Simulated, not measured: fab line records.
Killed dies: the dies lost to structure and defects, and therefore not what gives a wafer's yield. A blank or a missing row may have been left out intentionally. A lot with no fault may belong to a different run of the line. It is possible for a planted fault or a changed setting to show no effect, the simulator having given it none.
Which of the tools did it? -- flow gf180mcu -- 14 lots, 42 wafers sampled, at 3 steps of a route of 602

WHAT THE GAUGES READ, wafer by wafer
GF_V4_THK_MEAS_01.
lot,measured,on,V4_CVD_00_THK (nm)
L626,day 23 08:56,film_metro-03,617 612 614
L627,day 23 18:36,film_metro-04,621 624 625
L629,day 24 12:13,film_metro-03,623 621 618
L630,day 24 22:21,film_metro-01,605 618 613
L631,day 25 03:54,film_metro-04,621 623 618
L632,day 25 13:38,film_metro-04,607 616 616
L633,day 26 01:04,film_metro-04,604 615 600
L634,day 26 08:23,film_metro-01,616 619 618
L637,day 27 11:50,film_metro-04,619 621 615
L638,day 27 20:35,film_metro-04,622 620 608
L639,day 28 01:07,film_metro-03,615 605 615
L640,day 28 05:32,film_metro-01,619 620 625
L648,day 30 09:05,film_metro-01,622 624 611
L649,day 30 19:05,film_metro-01,619 610 614

GF_V4_CD_MEAS_14: the cd target is 260 nm.
lot,measured,on,cd_nm (nm)
L626,day 24 08:28,cd_sem-02,260.0 259.0 259.8
L627,day 24 17:25,cd_sem-02,260.0 260.5 261.0
L629,day 25 10:46,cd_sem-01,259.5 259.2 259.7
L630,day 25 19:44,cd_sem-02,259.6 259.4 259.2
L631,day 26 00:44,cd_sem-01,262.0 260.9 261.7
L632,day 26 11:28,cd_sem-02,258.8 259.7 257.8
L633,day 26 22:00,cd_sem-02,259.3 260.5 259.4
L634,day 27 05:51,cd_sem-02,259.7 260.2 258.7
L637,day 28 08:10,cd_sem-01,260.2 261.8 260.7
L638,day 28 16:10,cd_sem-01,260.3 258.2 260.0
L639,day 28 20:38,cd_sem-01,260.5 259.3 260.8
L640,day 29 01:14,cd_sem-01,259.1 259.1 258.0
L648,day 31 03:37,cd_sem-02,260.3 260.5 260.6
L649,day 31 13:17,cd_sem-01,258.4 258.1 258.2

GF_V4_OVL_MEAS_15.
lot,measured,on,V4_OVL (nm)
L626,day 24 08:35,overlay-01,6 -1 4
L627,day 24 17:32,overlay-01,-6 -2 -4
L629,day 25 10:52,overlay-01,3 3 10
L630,day 25 19:49,overlay-02,0 8 7
L631,day 26 00:49,overlay-01,-7 -5 -4
L632,day 26 11:35,overlay-02,5 -1 11
L633,day 26 22:07,overlay-02,-4 2 0
L634,day 27 05:58,overlay-02,-5 7 -5
L637,day 28 08:17,overlay-02,-8 -5 -11
L638,day 28 16:17,overlay-01,-2 5 -3
L639,day 28 20:45,overlay-02,4 7 1
L640,day 29 01:21,overlay-02,-8 -9 -7
L648,day 31 03:44,overlay-02,-4 -11 -2
L649,day 31 13:24,overlay-01,-5 -8 -2

TOOL THAT RAN EACH LOT (tool first, then ch and the chambers of the sampled wafers, then the start)
The record holds no process step before these readings.

AS READ BY THE TOOLS THEMSELVES (means over the sampled wafers that have a number; for cases with no such wafer, the mark the record gives instead)
The record holds no such reading with a usual standard deviation.

THE ANSWER, worked out from the rows above alone
Rule: what is usual is taken from the lots themselves. The widest of any qualifying gaps counts: lots, ordered by their means at a reading, are off when they make up no more than a third of the lots, leave a main group of 4 or more, and stand apart from it by 3 or more times the standard deviation of that group's means. Not used: any main group whose means are identical at the precision the tables above print for the reading. A lot without any number at a reading at which 4 lots or more have one is off too. The other lots that the step has rows for count as sound. The gauges are gone through in route order, then the tools' own readings, and for those a lot's mean is taken as printed above. The first step at which some lot is off is used, and at that step the reading that is off furthest; a lot without a number counts as furthest.
Nothing can be told from this: no lot is off at any reading shown.

WHAT THE SIMULATOR PUT IN
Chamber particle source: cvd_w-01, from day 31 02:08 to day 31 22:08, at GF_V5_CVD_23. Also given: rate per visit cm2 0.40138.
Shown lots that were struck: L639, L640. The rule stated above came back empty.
